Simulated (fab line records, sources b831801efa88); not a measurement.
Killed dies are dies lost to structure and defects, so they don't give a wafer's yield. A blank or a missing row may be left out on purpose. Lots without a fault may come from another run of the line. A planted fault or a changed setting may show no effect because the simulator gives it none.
Which tool did it? | flow gf180mcu | 7 lots, 21 wafers sampled, at 1 step of a route of 602

WHAT THE GAUGES READ, wafer by wafer
GF_MIM_THK_MEAS_11: measures by xrf.
lot  | measured     | on            | MIM_ALCU_THK (nm)
L232 | day 24 22:28 | film_metro-04 | 198 200 198
L234 | day 26 01:58 | film_metro-04 | 194 195 193
L238 | day 27 03:42 | film_metro-01 | 201 198 199
L240 | day 27 21:34 | film_metro-04 | 200 193 200
L245 | day 29 06:01 | film_metro-04 | 197 201 196
L247 | day 29 14:16 | film_metro-01 | 204 202 200
L253 | day 31 09:40 | film_metro-04 | 196 199 197

WHICH TOOL RAN EACH LOT (tool, then ch and the chambers of the sampled wafers, then the start)
The record holds no process step before these readings.

THE ANSWER, worked out from the rows above alone
Rule: what is usual is taken from the lots themselves. Put in order of their means at a reading, lots are off if they are a third of the lots or fewer, leave a main group of 4 or more, and stand apart from it by a gap of 3 or more times the standard deviation of the main group's means; of several such gaps the widest counts. A main group whose means are all the same, to the digits that the tables above print for the reading, isn't used. A lot without any number at a reading at which 4 lots or more have one is off too. The other lots that the step has rows for count as sound.
No lot is off at any reading shown: from this, nothing can be told.

WHAT THE SIMULATOR HAD PUT IN
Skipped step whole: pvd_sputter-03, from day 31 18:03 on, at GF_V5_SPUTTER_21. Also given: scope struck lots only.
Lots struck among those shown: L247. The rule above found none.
